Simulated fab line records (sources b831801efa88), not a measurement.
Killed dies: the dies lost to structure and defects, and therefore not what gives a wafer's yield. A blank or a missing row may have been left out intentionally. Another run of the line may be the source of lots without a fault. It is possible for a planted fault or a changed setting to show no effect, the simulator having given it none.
A single fault, viewed from 2 desks || flow gf180mcu || every desk sees just its own numbers, and what lay behind them comes last

== AT THE TOOL OWNER'S DESK: pvd-sputter-04 ==
The tool's own readings at GF_TOP_METAL_SPUTTER_02 (material AlCu, target thk 900 nm, time 47.82 s): means of the sampled wafers that have a number, for each lot that ran on this tool. Marked OUT: a lot whose mean sits more than 4 standard deviations from the usual mean, which makes it out of limits; the brackets give that distance.
Columns: A = cathode-dc-power-W at GF_TOP_METAL_SPUTTER_02, usual 10600 W; B = throttle-valve-pct at GF_TOP_METAL_SPUTTER_02, usual 30.5 %
{"lot": "L457", "first seen here": "day 27 14:51", "A": 10598, "B": 30.9}
{"lot": "L466", "first seen here": "day 30 01:33", "A": 10601, "B": 30.8}
{"lot": "L468", "first seen here": "day 30 17:03", "A": 10600, "B": 31.0}
{"lot": "L478", "first seen here": "day 33 09:37", "A": 10598, "B": 31.1}
This desk's verdict: no lot among the 4 shows anything out of limits.

== FROM THE METROLOGY DESK ==
Lot by lot, what the gauges showed, no matter which tool ran the lot: averages of those sampled wafers that carry a number. Marked OUT: a lot whose mean sits more than 4 standard deviations from the usual mean, which makes it out of limits; the brackets give that distance.
Columns: A = V4_CVD_00_THK at GF_V4_THK_MEAS_01, usual 586 nm; B = TOP_METAL_ALCU_RS at GF_TOP_METAL_RS_MEAS_05, usual 0.0329 ohm/sq; C = TOP_METAL_ALCU_THK at GF_TOP_METAL_THK_MEAS_06, usual 908 nm; D = PASSIVATION_CVD_02_THK at GF_PASSIVATION_THK_MEAS_03, usual 701 nm
{"lot": "L457", "first seen here": "day 23 21:41", "A": 593, "B": 0.0326, "C": 911, "D": 697}
{"lot": "L458", "first seen here": "day 24 00:32", "A": 581, "B": 0.0328, "C": 905, "D": 702}
{"lot": "L460", "first seen here": "day 24 21:43", "A": 578, "B": 0.0331, "C": 901, "D": 705}
{"lot": "L466", "first seen here": "day 26 12:50", "A": 591, "B": "0.0646 (+91) OUT", "C": "463 (-40) OUT", "D": 689}
{"lot": "L468", "first seen here": "day 27 06:11", "A": 589, "B": "0.0635 (+87) OUT", "C": "474 (-39) OUT", "D": 681}
{"lot": "L469", "first seen here": "day 27 11:47", "A": 588, "B": 0.0329, "C": 912, "D": 692}
{"lot": "L470", "first seen here": "day 27 20:35", "A": 589, "B": 0.0329, "C": 913, "D": 706}
{"lot": "L475", "first seen here": "day 29 10:08", "A": 585, "B": 0.0323, "C": 926, "D": 716}
{"lot": "L478", "first seen here": "day 30 07:19", "A": 580, "B": 0.0329, "C": 907, "D": 711}
{"lot": "L479", "first seen here": "day 30 08:00", "A": 587, "B": 0.0329, "C": 909, "D": 709}
{"lot": "L480", "first seen here": "day 30 13:47", "A": 595, "B": 0.0331, "C": 898, "D": 679}
This desk's result: L466, L468 out of limits, first on L466 (TOP_METAL_ALCU_RS at GF_TOP_METAL_RS_MEAS_05), day 30 01:38. In limits: L457, L458, L460, L469, L470, L475, L478, L479, L480.

== PUT TOGETHER ==
At day 30 01:38 the metrology desk could have sounded an alarm, on L466, L468.
The desk of the tool owner found nothing out of limits.
The tool owner's desk has L466, L468 on record, within its limits.
The lots listed all ran GF_TOP_METAL_SPUTTER_02 on pvd-sputter-04.

== WHAT THE SIMULATOR HAD INSERTED ==
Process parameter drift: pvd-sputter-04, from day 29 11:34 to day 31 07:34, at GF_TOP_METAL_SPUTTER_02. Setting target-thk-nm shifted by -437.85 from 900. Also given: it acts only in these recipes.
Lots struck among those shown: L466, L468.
Per desk, hours elapsed from the start of the fault to the first reading out of limits: for the metrology desk, 14.
